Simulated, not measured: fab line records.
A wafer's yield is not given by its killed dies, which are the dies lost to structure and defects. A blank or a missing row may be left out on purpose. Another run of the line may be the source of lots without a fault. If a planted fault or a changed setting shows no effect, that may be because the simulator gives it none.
Problem report, 8D (eight disciplines) form, completed by code | flow gf180mcu | the parts of the form that need people (team, actions taken, sign-off) are left out

1. WHAT IS WRONG
Mean of run_length_s at GF_CONTACT_CLEAN_21: 32.9 s across 6 wafers in 2 lots; on wafers with no fault it is 49.2 s (standard deviation 2.6). That is -6.3 standard deviations from the usual mean.
The step: cleans in dHF, time 20 s.
First observed at day 20 20:19: wafer L643.2, on wet_bench-04. The record has a number at this step for 42 wafers belonging to 14 lots. Rule for "out", or "out of limits": more than 4 standard deviations from the usual mean. The rest of the wafers with a number are treated as sound.

2. WHAT IT IS, AND WHAT IT ISN'T
question                    | is                     | is not
which readings at this step | run_length_s           | -
which lots                  | L643, L644             | L631, L633, L634, L635, L636, L639, L641, L650, L651, L652, L653, L654
which wafers of those lots  | all that have a number | -
read on which tools         | wet_bench-04           | wet_bench-02, wet_bench-03
when                        | from day 20 20:19      | up to then (21 sound wafers); but 15 sound wafers of L650, L651, L652, L653, L654 came after

3. WHAT RULES OUT EACH SUSPECT
Counting: a tool stays on the suspect list if, at a process step up to the reading, it processed all lots that are out and no sound lot following the first of them.
- wet_bench-04 at GF_CONTACT_CLEAN_21 (cleans in dHF, time 20 s): ruled out as a lasting fault. Following L643 (day 20 20:19), the first lot on it that is out, the sound lots L653 were run on it.
Left after counting: nothing in the record.

4. THE CAUSE (what the simulator had put in)
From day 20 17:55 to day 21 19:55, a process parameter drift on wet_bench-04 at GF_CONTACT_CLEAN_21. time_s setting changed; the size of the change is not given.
Counting ruled it out, wrongly.

5. SEQUENCE OF EFFECTS, ordered by route
Rows list readings where the struck wafers' mean (over those with a number) sits beyond 3 standard deviations from the usual. Only readings for which the record gives a usual standard deviation are gone through. hours: the time from each lot's start at the first step in this table that gives one to its start at this step, as a median over the lots. sigmas: the change in usual standard deviations.
hours | step                | reading      | usual  | on struck wafers | change | sigmas
0     | GF_CONTACT_CLEAN_21 | run_length_s | 49.2 s | 32.9             | -16.3  | -6.3
Process steps it contains:
- GF_CONTACT_CLEAN_21: cleans in dHF, time 20 s.
At these later measuring or inspecting steps, every struck wafer for which the step has a row has a number for every such reading, and none has moved that far: GF_M2_THK_MEAS_06, GF_V2_THK_MEAS_01.

6. WHAT WOULD HAVE CAUGHT IT SOONER
In this record no reading fell out of limits until day 20 20:19, 2 hours after the fault had begun at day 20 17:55.
